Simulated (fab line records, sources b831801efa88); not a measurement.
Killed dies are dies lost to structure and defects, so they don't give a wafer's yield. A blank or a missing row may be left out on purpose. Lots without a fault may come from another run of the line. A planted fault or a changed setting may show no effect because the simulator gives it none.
Which tool did it? | flow gf180mcu | 12 lots, 36 wafers sampled, at 4 steps of a route of 602

WHAT THE GAUGES READ, wafer by wafer
GF_V2_BOW_MEAS_05.
lot  | measured     | on            | V2_BOW (um)
L075 | day 19 22:07 | film_metro-04 | 105 94 105
L077 | day 20 08:39 | film_metro-03 | 101 105 93
L079 | day 21 04:50 | film_metro-04 | 96 94 101
L081 | day 22 03:39 | film_metro-04 | 107 105 103
L083 | day 22 11:38 | film_metro-03 | 86 83 84
L085 | day 23 08:35 | film_metro-03 | 113 115 110
L087 | day 24 03:13 | film_metro-01 | 104 102 95
L089 | day 25 06:01 | film_metro-01 | 87 84 76
L091 | day 25 09:47 | film_metro-01 | 112 94 99
L094 | day 26 07:19 | film_metro-01 | 105 101 92
L095 | day 26 11:55 | film_metro-01 | 105 99 107
L097 | day 27 05:09 | film_metro-01 | 98 89 89

WHICH TOOL RAN EACH LOT (tool, then ch and the chambers of the sampled wafers, then the start)
lot  | GF_M1_SPUTTER_02             | GF_V1_SPUTTER_21             | GF_V1_SPUTTER_22
L075 | pvd_sputter-03, day 16 19:07 | pvd_sputter-01, day 18 19:39 | pvd_sputter-01, day 18 19:43
L077 | pvd_sputter-03, day 17 04:33 | pvd_sputter-03, day 19 06:22 | pvd_sputter-03, day 19 06:26
L079 | pvd_sputter-01, day 17 23:25 | pvd_sputter-02, day 20 01:56 | pvd_sputter-02, day 20 02:00
L081 | pvd_sputter-04, day 18 21:52 | pvd_sputter-01, day 21 01:30 | pvd_sputter-01, day 21 01:34
L083 | pvd_sputter-03, day 19 07:58 | pvd_sputter-01, day 21 09:46 | pvd_sputter-01, day 21 09:49
L085 | pvd_sputter-04, day 20 04:48 | pvd_sputter-01, day 22 06:59 | pvd_sputter-01, day 22 07:03
L087 | pvd_sputter-04, day 21 01:42 | pvd_sputter-03, day 23 01:56 | pvd_sputter-03, day 23 02:00
L089 | pvd_sputter-01, day 22 05:44 | pvd_sputter-01, day 24 06:02 | pvd_sputter-01, day 24 06:06
L091 | pvd_sputter-04, day 22 09:48 | pvd_sputter-03, day 24 09:21 | pvd_sputter-03, day 24 09:25
L094 | pvd_sputter-01, day 23 09:45 | pvd_sputter-03, day 25 08:05 | pvd_sputter-03, day 25 08:09
L095 | pvd_sputter-04, day 23 15:12 | pvd_sputter-03, day 25 12:56 | pvd_sputter-03, day 25 13:00
L097 | pvd_sputter-04, day 24 08:25 | pvd_sputter-02, day 26 06:13 | pvd_sputter-02, day 26 06:17
- GF_M1_SPUTTER_02: material AlCu, target thk 450 nm, time 23.9 s.
- GF_V1_SPUTTER_21: material Ti, target thk 15 nm, time 80.02 s.
- GF_V1_SPUTTER_22: material TiN, target thk 10 nm, time 40 s.

THE ANSWER, worked out from the rows above alone
Rule: what is usual is taken from the lots themselves. Put in order of their means at a reading, lots are off if they are a third of the lots or fewer, leave a main group of 4 or more, and stand apart from it by a gap of 3 or more times the standard deviation of the main group's means; of several such gaps the widest counts. A main group whose means are all the same, to the digits that the tables above print for the reading, isn't used. A lot without any number at a reading at which 4 lots or more have one is off too. The other lots that the step has rows for count as sound.
No lot is off at any reading shown: from this, nothing can be told.

WHAT THE SIMULATOR HAD PUT IN
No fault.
